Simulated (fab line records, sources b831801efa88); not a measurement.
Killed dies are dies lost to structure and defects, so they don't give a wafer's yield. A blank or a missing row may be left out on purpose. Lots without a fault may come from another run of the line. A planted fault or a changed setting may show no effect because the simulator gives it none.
Which tool did it? | flow sky130 | 12 lots, 36 wafers sampled, at 1 step of a route of 708

WHAT THE GAUGES READ, wafer by wafer
SKY_POLY_GATE_THK_MEAS_04.
lot  | measured     | on            | POLY_GATE_CVD_03_THK (nm)
L075 | day 15 11:50 | film_metro-02 | 73.8 73.6 73.9
L077 | day 17 07:08 | film_metro-03 | 74.5 73.9 74.2
L080 | day 17 16:50 | film_metro-03 | 75.0 74.4 75.1
L082 | day 17 21:11 | film_metro-02 | 74.3 73.5 74.2
L084 | day 18 09:52 | film_metro-03 | 74.1 73.4 73.9
L085 | day 18 23:50 | film_metro-02 | 74.7 74.2 74.5
L087 | day 19 16:40 | film_metro-04 | 75.0 75.8 75.0
L089 | day 20 07:24 | film_metro-03 | 75.0 74.5 74.0
L091 | day 21 03:37 | film_metro-03 | 75.1 74.7 75.7
L093 | day 22 00:44 | film_metro-04 | 74.9 75.3 75.3
L095 | day 22 10:46 | film_metro-04 | 74.3 75.2 74.6
L097 | day 23 06:23 | film_metro-03 | 76.5 76.3 77.3

WHICH TOOL RAN EACH LOT (tool, then ch and the chambers of the sampled wafers, then the start)
The record holds no process step before these readings.

THE ANSWER, worked out from the rows above alone
Rule: what is usual is taken from the lots themselves. Put in order of their means at a reading, lots are off if they are a third of the lots or fewer, leave a main group of 4 or more, and stand apart from it by a gap of 3 or more times the standard deviation of the main group's means; of several such gaps the widest counts. A main group whose means are all the same, to the digits that the tables above print for the reading, isn't used. A lot without any number at a reading at which 4 lots or more have one is off too. The other lots that the step has rows for count as sound.
No lot is off at any reading shown: from this, nothing can be told.

WHAT THE SIMULATOR HAD PUT IN
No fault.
